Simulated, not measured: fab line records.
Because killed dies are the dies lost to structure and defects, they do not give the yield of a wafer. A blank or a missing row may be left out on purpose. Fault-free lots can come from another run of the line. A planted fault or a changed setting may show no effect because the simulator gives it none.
fab line records | flow sfq_line
[record] lots = 6 | wafers = 18 | last_day = 91
route steps=325 shown M4@152 I4@163
lots that met no fault: from a run of the same line without faults
start_h: start of the lot's first displayed wafer, in hours after the record's first day | wait_h: how many hours have passed since the lot's step before this one | " repeats the value in the row above | L1.1+2: a row that stands for several wafers | - no value present, or no start provided | * or withheld: withheld | < > ~ a bound
route shown NAME@n: names a module that has steps shown in the file, with the first one's number in the route | usual: mean/standard deviation taken from wafers without a fault | same: alike in all rows | chamber/n: place in a boat | sites: readings site by site | _std_site: their standard deviation | _edge_site: inner sites' mean taken away from outer sites' mean | radius_mm: for every site, how far away it sits from the centre of the wafer | mask NAME#n: copy n | behind: the most recent tool/chamber to have shaped the wafer | hold: what put the lot on hold/how long, in hours/how the hold closed | device: which transistor (n, p or np) failed to switch | end of line: tests run on the same wafers once the route is complete | for a step that has no rows: nothing shown but its recipe | killed: count of dies lost to structure and defects at first sort (not the wafer's yield) | map: the dies of a wafer, with x for killed, . for not killed, _ for no die there
set.NAME: the setting as run; set.NAME@STEP: as run at that earlier step | model.NAME: the simulator's own value behind a step, which no gauge read
lots at some steps of the route; a table a step, a row a wafer
services: the hour from which a tool's chamber was out of use, counted from the record's first day as start_h (under 0 if before that day), plus the number of hours and why
[[steps]]
[step SFQ_TRILAYER_M4_LITHO_COAT_098]
[recipe] resist = BARC | spin_rpm = 3000 | resist_thk_nm = 62
[step SFQ_TRILAYER_M4_LITHO_COAT_093]
[recipe] resist = KrF | spin_rpm = 3000 | resist_thk_nm = 600
[step SFQ_TRILAYER_M4_LITHO_SOFTBAKE_097]
[recipe] temp_c = withheld | time_s = withheld | resist = KrF
[step SFQ_TRILAYER_M4_LITHO_EXPOSE_094]
[recipe] mask_id = M4 | na = 0.6 | source_shape = conventional | sigma_outer = 0.65 | target_cd_nm = 500 | dose_mj = 14.4
[step SFQ_TRILAYER_M4_LITHO_PEB_096]
[recipe] peb_temp_c = 115 | peb_time_s = 60 | resist = KrF
[step SFQ_TRILAYER_M4_LITHO_DEVELOP_095]
[recipe] time_s = 60 | resist = KrF
[step SFQ_M4_OVL_MEAS_926]
[usual] M4_OVL = 1/4.8
lot.wafer | tool       | chamber | start_h | wait_h | M4_OVL[nm]
L566.1    | overlay-01 | -       | 1100.59 | 0.1    | -3
L566.3    | "          | -       | "       | "      | -3
L566.5    | "          | -       | "       | "      | -6
L573.2    | overlay-02 | -       | 1173.50 | 0.1    | 1
L573.5    | "          | -       | "       | "      | 6
L573.6    | "          | -       | "       | "      | -1
L575.1    | overlay-02 | -       | 1185.88 | 0.1    | -9
L575.4    | "          | -       | "       | "      | 1
L575.6    | "          | -       | "       | "      | -3
L576.1    | overlay-01 | -       | 1189.29 | 0.1    | 9
L576.2    | "          | -       | "       | "      | 5
L576.5    | "          | -       | "       | "      | 4
L579.1    | overlay-02 | -       | 1210.88 | 0.1    | 6
L579.5    | "          | -       | "       | "      | 4
L579.6    | "          | -       | "       | "      | 4
L583.1    | overlay-01 | -       | 1245.74 | 0.1    | 5
L583.4    | "          | -       | "       | "      | 11
L583.6    | "          | -       | "       | "      | 6
[step SFQ_TRILAYER_M4_BARC_OPEN_METAL_ETCH_123]
[recipe] mask_material = PR | chemistry = O2 | target_depth_nm = 125 | target = BARC | icp_w = 600 | bias_w = 80 | pressure_mtorr = 10 | time_s = 41.7
[usual] drypump_motor_current_A = 5.7/0.49 | oes_product_au = 0.685/0.0047
lot.wafer | tool         | chamber | start_h | wait_h | drypump_motor_current_A | oes_product_au | rf_hours_counter_h
L566.1    | rie_metal-02 | 0       | 1100.62 | 0.0    | 6.3                     | 0.679          | 44
L566.3    | "            | 1       | "       | "      | 5.1                     | 0.684          | -
L566.5    | "            | 1       | "       | "      | 5.1                     | 0.691          | -
L573.2    | rie_metal-02 | 1       | 1173.53 | 0.0    | 5.1                     | 0.686          | 140
L573.5    | "            | 1       | "       | "      | 5.1                     | 0.688          | -
L573.6    | "            | 0       | "       | "      | 6.3                     | 0.678          | -
L575.1    | rie_metal-03 | 1       | 1185.92 | 0.0    | 5.2                     | 0.686          | 106
L575.4    | "            | 0       | "       | "      | 5.5                     | 0.682          | -
L575.6    | "            | 1       | "       | "      | 5.2                     | 0.679          | -
L576.1    | rie_metal-03 | 1       | 1189.33 | 0.0    | 5.2                     | 0.686          | 106
L576.2    | "            | 1       | "       | "      | 5.3                     | 0.691          | -
L576.5    | "            | 1       | "       | "      | 5.3                     | 0.680          | -
L579.1    | rie_metal-03 | 0       | 1210.92 | 0.0    | 5.4                     | 0.685          | 1
L579.5    | "            | 1       | "       | "      | 5.2                     | 0.687          | -
L579.6    | "            | 0       | "       | "      | 5.4                     | 0.677          | -
L583.1    | rie_metal-02 | 0       | 1245.78 | 0.0    | 6.3                     | 0.674          | 68
L583.4    | "            | 0       | "       | "      | 6.3                     | 0.678          | -
L583.6    | "            | 1       | "       | "      | 5.1                     | 0.692          | -
[step SFQ_TRILAYER_M4_ETCH_METAL_ETCH_096]
[recipe] target = Nb | stop_on = SiO2 | mask_material = PR | chemistry = Cl2/Ar | target_depth_nm = 240 | icp_w = 600 | bias_w = 80 | pressure_mtorr = 10 | time_s = 120
[usual] drypump_motor_current_A = 5.7/0.49 | oes_product_au = 0.894/0.0062
lot.wafer | tool         | chamber | start_h | wait_h | drypump_motor_current_A | oes_product_au | rf_hours_counter_h
L566.1    | rie_metal-02 | 0       | 1100.68 | 0.0    | 6.3                     | 0.899          | 44
L566.3    | "            | 1       | "       | "      | 5.1                     | 0.894          | -
L566.5    | "            | 1       | "       | "      | 5.1                     | 0.890          | -
L573.2    | rie_metal-02 | 1       | 1173.59 | 0.0    | 5.1                     | 0.880          | 140
L573.5    | "            | 1       | "       | "      | 5.1                     | 0.900          | -
L573.6    | "            | 0       | "       | "      | 6.3                     | 0.883          | -
L575.1    | rie_metal-03 | 1       | 1186.00 | 0.1    | 5.2                     | 0.885          | 106
L575.4    | "            | 0       | "       | "      | 5.5                     | 0.893          | -
L575.6    | "            | 1       | "       | "      | 5.2                     | 0.895          | -
L576.1    | rie_metal-03 | 1       | 1189.45 | 0.1    | 5.2                     | 0.908          | 106
L576.2    | "            | 1       | "       | "      | 5.2                     | 0.893          | -
L576.5    | "            | 1       | "       | "      | 5.2                     | 0.900          | -
L579.1    | rie_metal-03 | 0       | 1210.98 | 0.0    | 5.5                     | 0.892          | 1
L579.5    | "            | 1       | "       | "      | 5.2                     | 0.888          | -
L579.6    | "            | 0       | "       | "      | 5.5                     | 0.895          | -
L583.1    | rie_metal-02 | 0       | 1245.84 | 0.0    | 6.3                     | 0.907          | 68
L583.4    | "            | 0       | "       | "      | 6.3                     | 0.903          | -
L583.6    | "            | 1       | "       | "      | 5.1                     | 0.894          | -
[step SFQ_TRILAYER_M4_STRIP_STRIP_097]
[recipe] gas = O2 | power_w = 200 | platen_temp_c = 40 | overash_fraction = 0.65 | chemistry = O2 | pressure_mtorr = 50
[usual] drypump_motor_current_A = 5.7/0.49 | oes_product_au = 1.001/0.0093
lot.wafer | tool         | chamber | start_h | wait_h | drypump_motor_current_A | oes_product_au | rf_hours_counter_h
L566.1    | rie_metal-02 | 0       | 1100.81 | 0.1    | 6.3                     | 1.003          | 45
L566.3    | "            | 1       | "       | "      | 5.1                     | 1.013          | -
L566.5    | "            | 1       | "       | "      | 5.0                     | 1.001          | -
L573.2    | rie_metal-02 | 1       | 1173.72 | 0.1    | 5.1                     | 1.020          | 140
L573.5    | "            | 1       | "       | "      | 5.1                     | 1.002          | -
L573.6    | "            | 0       | "       | "      | 6.3                     | 1.002          | -
L575.1    | rie_metal-03 | 1       | 1186.12 | 0.1    | 5.3                     | 0.992          | 106
L575.4    | "            | 0       | "       | "      | 5.5                     | 0.993          | -
L575.6    | "            | 1       | "       | "      | 5.3                     | 0.984          | -
L576.1    | rie_metal-03 | 1       | 1189.70 | 0.2    | 5.3                     | 0.994          | 107
L576.2    | "            | 1       | "       | "      | 5.3                     | 0.994          | -
L576.5    | "            | 1       | "       | "      | 5.3                     | 0.996          | -
L579.1    | rie_metal-03 | 0       | 1211.10 | 0.1    | 5.5                     | 1.006          | 1
L579.5    | "            | 1       | "       | "      | 5.2                     | 0.995          | -
L579.6    | "            | 0       | "       | "      | 5.5                     | 1.012          | -
L583.1    | rie_metal-02 | 0       | 1245.96 | 0.1    | 6.3                     | 1.004          | 68
L583.4    | "            | 0       | "       | "      | 6.3                     | 0.999          | -
L583.6    | "            | 1       | "       | "      | 5.1                     | 0.994          | -
[step SFQ_TRILAYER_M4_STRIP_SOLV_CLEAN_098]
[recipe] chemistry = NMP | temp_c = 70 | time_s = 600
[step SFQ_TRILAYER_I4_DEP_PECVD_099]
[recipe] material = SiO2 | temp_c = 150 | time_s = 111.11 | pressure_torr = 2.4 | rf_w = 183.3 | precursor = SiH4/N2O | target_thk_nm = 500
[usual] heater_power_w = 87/8.2 | rf_fwd_power_W = 182.5/0.61 | throttle_valve_pct = 25.3/1.4
lot.wafer | tool     | chamber | start_h | wait_h | heater_power_w | rf_fwd_power_W | throttle_valve_pct | model.SiO2_of_TRILAYER_I4_DEP_PECVD_099.thk_nm
L566.1    | pecvd-01 | 1       | 1101.76 | 0.0    | 98             | 183.1          | 23.4               | 500.8
L566.3    | "        | 0       | "       | "      | 96             | 182.0          | 23.8               | 496.2
L566.5    | "        | 0       | "       | "      | 101            | 181.8          | 23.7               | 497.7
L573.2    | pecvd-03 | 0       | 1174.49 | 0.0    | 80             | 182.5          | 26.2               | 498.1
L573.5    | "        | 2       | "       | "      | 93             | 182.5          | 24.1               | 505.3
L573.6    | "        | 0       | "       | "      | 84             | 182.5          | 26.4               | 496
L575.1    | pecvd-01 | 1       | 1186.90 | 0.0    | 96             | 182.5          | 23.7               | 487.8
L575.4    | "        | 2       | "       | "      | 76             | 182.9          | 23.7               | 498.8
L575.6    | "        | 0       | "       | "      | 100            | 182.6          | 23.8               | 492.4
L576.1    | pecvd-03 | 1       | 1191.07 | 0.0    | 72             | 212.6          | 27.0               | 523
L576.2    | "        | 0       | "       | "      | 79             | 211.1          | 26.0               | 525.6
L576.5    | "        | 2       | "       | "      | 89             | 212.8          | 24.2               | 533.3
L579.1    | pecvd-03 | 2       | 1211.88 | 0.0    | 84             | 211.4          | 23.8               | 521
L579.5    | "        | 2       | "       | "      | 86             | 211.1          | 23.9               | 530.3
L579.6    | "        | 1       | "       | "      | 76             | 212.2          | 26.9               | 533
L583.1    | pecvd-01 | 1       | 1246.74 | 0.0    | 91             | 183.4          | 24.1               | 490.6
L583.4    | "        | 1       | "       | "      | 96             | 182.1          | 24.0               | 502.4
L583.6    | "        | 2       | "       | "      | 83             | 182.4          | 23.6               | 498.7
[step SFQ_TRILAYER_I4_CMP_CMP_100]
[recipe] material = SiO2 | down_force_psi = 2.921 | platen_rpm = 60 | pad_velocity_m_s = 0.94248
[usual] motor_current_A = 10.6/1.1 | time_to_endpoint_s = 224/8.5
lot.wafer | tool   | chamber | start_h | wait_h | motor_current_A | time_to_endpoint_s
L566.1    | cmp-01 | 3       | 1103.20 | 1.4    | 12.1            | 219
L566.3    | "      | 1       | 1104.20 | 2.4    | 9.8             | 223
L566.5    | "      | 2       | "       | "      | 8.5             | 224
L573.2    | cmp-01 | 0       | 1175.07 | 0.5    | 11.7            | 223
L573.6    | "      | 3       | 1176.57 | 2.0    | 11.2            | 209
L573.5    | "      | 0       | "       | "      | 12.1            | 237
L575.4    | cmp-02 | 0       | 1186.97 | 0.0    | 11.5            | 222
L575.1    | "      | 3       | 1188.47 | 1.5    | 11.0            | 216
L575.6    | "      | 1       | 1189.47 | 2.5    | 9.4             | 215
L576.2    | cmp-02 | 3       | 1191.65 | 0.5    | 11.0            | 254
L576.1    | "      | 1       | 1192.65 | 1.5    | 10.0            | 247
L576.5    | "      | 2       | "       | "      | 10.7            | 252
L579.1    | cmp-02 | 2       | 1212.95 | 1.0    | 10.9            | 241
L579.5    | "      | 0       | 1213.95 | 2.0    | 11.4            | 258
L579.6    | "      | 1       | "       | "      | 9.7             | 259
L583.1    | cmp-02 | 1       | 1249.48 | 2.7    | 9.8             | 209
L583.4    | "      | 2       | "       | "      | 10.9            | 218
L583.6    | "      | 0       | 1250.98 | 4.2    | 10.6            | 217
[step SFQ_I4_BOW_MEAS_927]
[recipe] mode = bow
[usual] I4_BOW = 2/8.1
lot.wafer | tool          | chamber | start_h | wait_h | I4_BOW[um]
L566.1    | film_metro-01 | -       | 1105.70 | 2.0    | 0
L566.3    | "             | -       | "       | "      | 1
L566.5    | "             | -       | "       | "      | -1
L573.2    | film_metro-04 | -       | 1177.59 | 2.0    | 5
L573.5    | "             | -       | "       | "      | -9
L573.6    | "             | -       | "       | "      | -4
L575.1    | film_metro-04 | -       | 1189.97 | 1.0    | -9
L575.4    | "             | -       | "       | "      | -5
L575.6    | "             | -       | "       | "      | -11
L576.1    | film_metro-04 | -       | 1194.15 | 1.0    | -6
L576.2    | "             | -       | "       | "      | 23
L576.5    | "             | -       | "       | "      | 5
L579.1    | film_metro-04 | -       | 1214.95 | 1.5    | -1
L579.5    | "             | -       | "       | "      | 2
L579.6    | "             | -       | "       | "      | 0
L583.1    | film_metro-04 | -       | 1251.48 | 1.5    | 4
L583.4    | "             | -       | "       | "      | 11
L583.6    | "             | -       | "       | "      | 17
[[services]]
tool         | chamber | start_h | hours | kind
cmp-02       | -       | 1089.46 | 4.0   | pm
cmp-02       | -       | 1095.95 | 2.4   | repair
rie_metal-02 | 1       | 1105.74 | 16.0  | repair
rie_metal-02 | 0       | 1106.22 | 29.3  | repair
cmp-01       | -       | 1122.07 | 4.7   | repair
cmp-01       | -       | 1122.55 | 0.9   | repair
cmp-02       | -       | 1142.64 | 5.3   | pm
rie_metal-02 | 0       | 1152.47 | 6.4   | repair
rie_metal-03 | -       | 1153.86 | 14.6  | pm
cmp-01       | -       | 1165.13 | 0.4   | repair
rie_metal-03 | -       | 1168.46 | 10.0  | pm
rie_metal-02 | 1       | 1169.20 | 1.1   | repair
rie_metal-02 | 1       | 1178.35 | -     | clean
rie_metal-02 | 1       | 1178.35 | -     | consumable_replace:focus_ring
rie_metal-02 | 1       | 1178.35 | 21.0  | scheduled_down
rie_metal-02 | 1       | 1178.35 | 21.0  | vent_cycle
pecvd-01     | 0       | 1181.51 | 4.7   | repair
cmp-02       | -       | 1185.41 | 0.8   | repair
rie_metal-03 | 0       | 1187.22 | -     | clean
rie_metal-03 | 0       | 1187.22 | -     | consumable_replace:focus_ring
rie_metal-03 | 0       | 1187.22 | 17.7  | scheduled_down
pecvd-03     | 2       | 1226.38 | 11.5  | repair
cmp-01       | -       | 1232.86 | 0.8   | repair
pecvd-01     | -       | 1243.95 | 1.5   | repair
[[key]]
[first_sign] step = SFQ_TRILAYER_I4_DEP_PECVD_099 | reading = rf_fwd_power_W | direction = up | sigmas = 48 | usual = 182.5 | struck = 211.9
[effect] step = SFQ_TRILAYER_I4_CMP_CMP_100 | reading = time_to_endpoint_s | direction = up | sigmas = 3.3 | usual = * | struck = * | wafers_moved = 5
[model_effect] step = SFQ_TRILAYER_I4_DEP_PECVD_099 | value = SiO2_of_TRILAYER_I4_DEP_PECVD_099.thk_nm | without = 504.9 | struck = 527.7
met_at SFQ_TRILAYER_I4_DEP_PECVD_099
struck_wafers L576.1,L576.2,L576.5,L579.1,L579.5,L579.6
onset_between 1174.49 1191.07
[fault] kind = process_parameter_drift | tool = pecvd-03 | chamber = - | onset_h = 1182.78 | steps = SFQ_TRILAYER_I4_DEP_PECVD_099 | channel = rf_w | offset = 29.328 | shape = step | end_h = 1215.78 | acts_in = these_recipes_only | stated = 183.3
